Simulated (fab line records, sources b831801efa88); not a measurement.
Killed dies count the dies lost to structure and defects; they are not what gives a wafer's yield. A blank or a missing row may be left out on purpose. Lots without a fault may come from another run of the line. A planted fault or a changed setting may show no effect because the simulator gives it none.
Matching of chambers -- flow gf180mcu -- GF_V3_ETCH_16 on rie diel-02 has 4 sister chambers
The step etches BARC in N2/H2. 4 wafers are shown with their chamber, then 9 later ones without.

== WAFERS WITH THEIR CHAMBER ==
wafer,chamber,drypump motor current A (A)
L082.5,3,5.88
L086.4,2,5.76
L086.5,0,6.27
L086.6,1,6.36

== WAFERS MISSING THEIR CHAMBER ==
wafer,drypump motor current A (A)
L090.2,6.34
L090.4,5.87
L090.5,6.33
L094.1,6.36
L094.4,5.77
L094.5,5.88
L095.1,6.35
L095.3,5.78
L095.6,6.34

== WHICH CHAMBER EACH WENT THROUGH ==
wafer,from the rows above,in truth
L090.2,1,1
L090.4,3,3
L090.5,can't be placed: 1 or 0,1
L094.1,1,1
L094.4,2,2
L094.5,3,3
L095.1,1,1
L095.3,2,2
L095.6,1,1
Placed correctly: 8 of 9. Can't be placed from these rows: 1 (the true chamber is among the candidates in 1). Number placed wrongly: 0.
How it was worked out, from the rows above alone: a wafer's distance from a chamber is the root of the sum, over the readings, of the square of ((its reading less the chamber's mean) divided by the reading's scatter). If the next closest chamber is less than 2 further off than the closest, the wafer can't be placed; otherwise it belongs to the closest. A chamber's mean is the mean of its shown wafers. The scatter (one wafer shown for each chamber): square how far every hidden wafer sits from the nearest shown wafer, average those squares and take the square root.
